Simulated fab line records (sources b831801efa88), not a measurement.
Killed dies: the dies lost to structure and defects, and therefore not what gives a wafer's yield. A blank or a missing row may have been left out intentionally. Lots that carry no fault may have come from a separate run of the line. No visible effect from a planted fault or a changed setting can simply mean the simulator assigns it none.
Chamber matching | flow sfq line | cmp-01 running SFQ_TRILAYER_I1_CMP_CMP_046: 4 sister chambers
The step polishes SiO2. 14 wafers are shown with their chamber, then 6 later ones without.

== WAFERS, EACH WITH ITS CHAMBER ==
wafer  | chamber | motor current A (A) | time to endpoint s (s)
L820.2 | 0       | 11.1                | 210
L820.1 | 3       | 9.5                 | 210
L820.6 | 0       | 11.3                | 212
L826.2 | 0       | 11.4                | 201
L826.3 | 1       | 10.1                | 205
L826.6 | 3       | 9.5                 | 222
L827.2 | 2       | 10.5                | 200
L827.1 | 1       | 10.3                | 201
L827.5 | 3       | 9.7                 | 215
L831.3 | 0       | 11.1                | 199
L831.5 | 3       | 10.1                | 217
L831.6 | 0       | 10.5                | 202
L832.1 | 1       | 10.3                | 201
L832.4 | 0       | 11.0                | 213

SIGNATURES (averages over the wafers above)
reading            | chamber 0 | chamber 1 | chamber 2 | chamber 3 | scatter within a chamber
motor current A    | 11.067    | 10.233    | 10.500    | 9.700     | 0.276
time to endpoint s | 206.17    | 202.33    | 200.00    | 216.00    | 5.25
Rule: a wafer lies at a distance from a chamber equal to the root of the sum of squares, over the readings, of (its reading less the chamber's mean, divided by the reading's scatter). The wafer belongs to the nearest chamber; if the next one is less than 2 further off, it can't be placed. The scatter is the square root of a quotient: the sum, over the shown wafers, of each reading's squared deviation from its chamber's mean, divided by wafers minus chambers.

== WAFERS WITHOUT THEIR CHAMBER ==
wafer  | motor current A (A) | time to endpoint s (s)
L832.6 | 10.1                | 204
L838.5 | 10.6                | 209
L838.6 | 10.0                | 218
L842.4 | 10.6                | 225
L842.5 | 10.5                | 212
L842.6 | 9.6                 | 220

== EACH ONE'S CHAMBER ==
wafer  | from the rows above               | in truth
L832.6 | can't be placed: 1 or 2           | 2
L838.5 | can't be placed: 2 or 0 or 1 or 3 | 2
L838.6 | can't be placed: 3 or 1           | 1
L842.4 | can't be placed: 3 or 0 or 1 or 2 | 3
L842.5 | can't be placed: 1 or 2 or 0 or 3 | 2
L842.6 | 3                                 | 3
Correctly placed: 1 of 6. Can't be placed from these rows: 5 (the true chamber is among the candidates in 5). Placed wrongly: 0.
